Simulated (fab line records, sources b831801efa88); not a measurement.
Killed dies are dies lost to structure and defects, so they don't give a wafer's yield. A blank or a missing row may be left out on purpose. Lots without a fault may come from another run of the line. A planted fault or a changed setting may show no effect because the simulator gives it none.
Which tool did it? | flow sky130 | 7 lots, 21 wafers sampled, at 1 step of a route of 708

WHAT THE GAUGES READ, wafer by wafer
SKY_VIA3_OVL_MEAS_13.
lot  | measured     | on         | VIA3_OVL (nm)
L321 | day 40 19:32 | overlay-01 | -9 -6 1
L322 | day 41 06:29 | overlay-01 | 1 1 15
L324 | day 42 08:14 | overlay-01 | -4 1 3
L331 | day 43 21:02 | overlay-01 | -3 3 12
L333 | day 44 10:20 | overlay-02 | -7 0 0
L335 | day 45 09:17 | overlay-01 | 1 -5 -1
L337 | day 46 02:05 | overlay-01 | -6 -8 6

WHICH TOOL RAN EACH LOT (tool, then ch and the chambers of the sampled wafers, then the start)
The record holds no process step before these readings.

THE ANSWER, worked out from the rows above alone
Rule: what is usual is taken from the lots themselves. Put in order of their means at a reading, lots are off if they are a third of the lots or fewer, leave a main group of 4 or more, and stand apart from it by a gap of 3 or more times the standard deviation of the main group's means; of several such gaps the widest counts. A main group whose means are all the same, to the digits that the tables above print for the reading, isn't used. A lot without any number at a reading at which 4 lots or more have one is off too. The other lots that the step has rows for count as sound.
No lot is off at any reading shown: from this, nothing can be told.

WHAT THE SIMULATOR HAD PUT IN
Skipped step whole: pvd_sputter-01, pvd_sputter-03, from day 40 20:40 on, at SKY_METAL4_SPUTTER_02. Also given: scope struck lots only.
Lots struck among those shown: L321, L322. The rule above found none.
